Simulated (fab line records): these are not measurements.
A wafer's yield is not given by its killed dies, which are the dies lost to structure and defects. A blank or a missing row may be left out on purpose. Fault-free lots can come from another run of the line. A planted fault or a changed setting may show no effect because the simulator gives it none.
Which tool is to blame? :: flow gf180mcu :: 14 lots, 40 wafers sampled, at 2 steps of a route of 602

## WHAT THE GAUGES SHOWED, per wafer
GF_V3_RS_MEAS_24: measures by four-point-probe.
lot: L571
measured: day 22 10:13
on: film metro-02
V3_W_RS (ohm/sq): 0.320 0.330 0.318

lot: L573
measured: day 23 02:34
on: film metro-02
V3_W_RS (ohm/sq): 0.327 0.325 0.332

lot: L577
measured: day 24 13:48
on: film metro-01
V3_W_RS (ohm/sq): 0.317

lot: L580
measured: day 25 11:04
on: film metro-03
V3_W_RS (ohm/sq): 0.325 0.324 0.326

lot: L582
measured: day 26 05:12
on: film metro-01
V3_W_RS (ohm/sq): 0.322 0.317 0.323

lot: L584
measured: day 26 20:54
on: film metro-02
V3_W_RS (ohm/sq): 0.330 0.327 0.324

lot: L585
measured: day 27 05:49
on: film metro-01
V3_W_RS (ohm/sq): 0.325 0.325 0.328

lot: L587
measured: day 27 16:02
on: film metro-03
V3_W_RS (ohm/sq): 0.321 0.316 0.318

lot: L588
measured: day 28 03:17
on: film metro-01
V3_W_RS (ohm/sq): 0.328 0.327 0.326

lot: L589
measured: day 28 08:55
on: film metro-03
V3_W_RS (ohm/sq): 0.319 0.325 0.321

lot: L590
measured: day 28 13:05
on: film metro-02
V3_W_RS (ohm/sq): 0.327 0.328 0.327

lot: L591
measured: day 28 18:48
on: film metro-02
V3_W_RS (ohm/sq): 0.331 0.330 0.331

lot: L593
measured: day 29 11:47
on: film metro-03
V3_W_RS (ohm/sq): 0.324 0.323 0.326

lot: L594
measured: day 29 18:29
on: film metro-03
V3_W_RS (ohm/sq): 0.326 0.321 0.329

## TOOL THAT RAN EACH LOT (tool first, then ch and the chambers of the sampled wafers, then the start)
lot: L571
GF_V3_SPUTTER_21: pvd sputter-03, day 22 09:56

lot: L573
GF_V3_SPUTTER_21: pvd sputter-02, day 23 02:17

lot: L577
GF_V3_SPUTTER_21: pvd sputter-01, day 24 13:35

lot: L580
GF_V3_SPUTTER_21: pvd sputter-03, day 25 10:52

lot: L582
GF_V3_SPUTTER_21: pvd sputter-02, day 26 04:59

lot: L584
GF_V3_SPUTTER_21: pvd sputter-01, day 26 20:41

lot: L585
GF_V3_SPUTTER_21: pvd sputter-02, day 27 05:35

lot: L587
GF_V3_SPUTTER_21: pvd sputter-03, day 27 15:50

lot: L588
GF_V3_SPUTTER_21: pvd sputter-03, day 28 03:04

lot: L589
GF_V3_SPUTTER_21: pvd sputter-02, day 28 08:41

lot: L590
GF_V3_SPUTTER_21: pvd sputter-02, day 28 12:52

lot: L591
GF_V3_SPUTTER_21: pvd sputter-02, day 28 18:34

lot: L593
GF_V3_SPUTTER_21: pvd sputter-03, day 29 11:32

lot: L594
GF_V3_SPUTTER_21: pvd sputter-01, day 29 18:16
- GF_V3_SPUTTER_21: material Ti, target thk 15 nm, time 80.02 s.

## AS READ BY THE TOOLS THEMSELVES (means over the sampled wafers that have a number; for cases with no such wafer, the mark the record gives instead)
GF_V3_SPUTTER_21.
lot: L571
tool: pvd sputter-03
throttle valve pct (%): 30.3

lot: L573
tool: pvd sputter-02
throttle valve pct (%): 29.6

lot: L577
tool: pvd sputter-01
throttle valve pct (%): 30.2

lot: L580
tool: pvd sputter-03
throttle valve pct (%): 29.9

lot: L582
tool: pvd sputter-02
throttle valve pct (%): 30.9

lot: L584
tool: pvd sputter-01
throttle valve pct (%): 28.7

lot: L585
tool: pvd sputter-02
throttle valve pct (%): 30.8

lot: L587
tool: pvd sputter-03
throttle valve pct (%): 30.3

lot: L588
tool: pvd sputter-03
throttle valve pct (%): 30.1

lot: L589
tool: pvd sputter-02
throttle valve pct (%): 31.0

lot: L590
tool: pvd sputter-02
throttle valve pct (%): 29.6

lot: L591
tool: pvd sputter-02
throttle valve pct (%): 29.5

lot: L593
tool: pvd sputter-03
throttle valve pct (%): 30.5

lot: L594
tool: pvd sputter-01
throttle valve pct (%): 28.9

## THE ANSWER, worked out from the rows above alone
Rule: what is usual is taken from the lots themselves. The widest of any qualifying gaps counts: lots, ordered by their means at a reading, are off when they make up no more than a third of the lots, leave a main group of 4 or more, and stand apart from it by 3 or more times the standard deviation of that group's means. The tables above print the reading to a certain number of digits; a main group whose means all agree to those digits is not used. A lot without any number at a reading at which 4 lots or more have one is off too. The other lots that the step has rows for count as sound. After the gauges, taken in route order, come the tools' own readings; for these a lot's mean is taken, as printed above. The first step at which some lot is off is used, and at that step the reading that is off furthest; a lot without a number counts as furthest.
Nothing can be told from this: no lot is off at any reading shown.

## WHAT HAD BEEN PUT IN BY THE SIMULATOR
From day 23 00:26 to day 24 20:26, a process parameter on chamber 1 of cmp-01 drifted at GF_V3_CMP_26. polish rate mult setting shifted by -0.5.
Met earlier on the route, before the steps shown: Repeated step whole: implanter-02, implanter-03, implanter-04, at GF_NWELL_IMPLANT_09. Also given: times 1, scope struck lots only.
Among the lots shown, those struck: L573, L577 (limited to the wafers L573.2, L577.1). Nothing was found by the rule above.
